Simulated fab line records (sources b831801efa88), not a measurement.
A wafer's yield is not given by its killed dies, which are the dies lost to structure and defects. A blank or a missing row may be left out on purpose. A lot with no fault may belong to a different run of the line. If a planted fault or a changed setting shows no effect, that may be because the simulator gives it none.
Chamber matching -- flow gf180mcu -- GF_V2_CMP_26 on cmp-02: 4 sister chambers
The step polishes, stops on SiO2, t overpolish 15 s, target thk 0 nm. 4 wafers are shown with their chamber, then 7 later ones without.

EACH WAFER AND ITS CHAMBER
wafer,chamber,motor current A (A)
L338.5,1,12.8
L344.1,2,12.4
L344.4,3,9.5
L348.3,0,8.3

WAFERS WITHOUT THEIR CHAMBER
wafer,motor current A (A)
L348.4,12.4
L348.5,9.2
L352.3,9.3
L352.4,9.3
L357.1,12.0
L357.4,9.6
L357.5,9.0

CHAMBER TAKEN BY EACH
wafer,from the rows above,in truth
L348.4,can't be placed: 2 or 1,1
L348.5,3,3
L352.3,3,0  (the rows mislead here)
L352.4,3,3
L357.1,can't be placed: 2 or 1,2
L357.4,3,3
L357.5,can't be placed: 3 or 0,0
Correct placement for 3 of the 7. Cannot be placed on the basis of these rows: 3; the candidates contain the true chamber in 3. 1 placed wrongly.
How it was worked out, from the rows above alone: a wafer's distance from a chamber is the root of the sum, over the readings, of the square of ((its reading less the chamber's mean) divided by the reading's scatter). The wafer belongs to the nearest chamber; if the next one is less than 2 further off, it can't be placed. For every chamber, the mean is computed from those of its wafers that are shown. The scatter: with one shown wafer a chamber, the root of the mean of the squares of how far each hidden wafer lies from its nearest shown one.
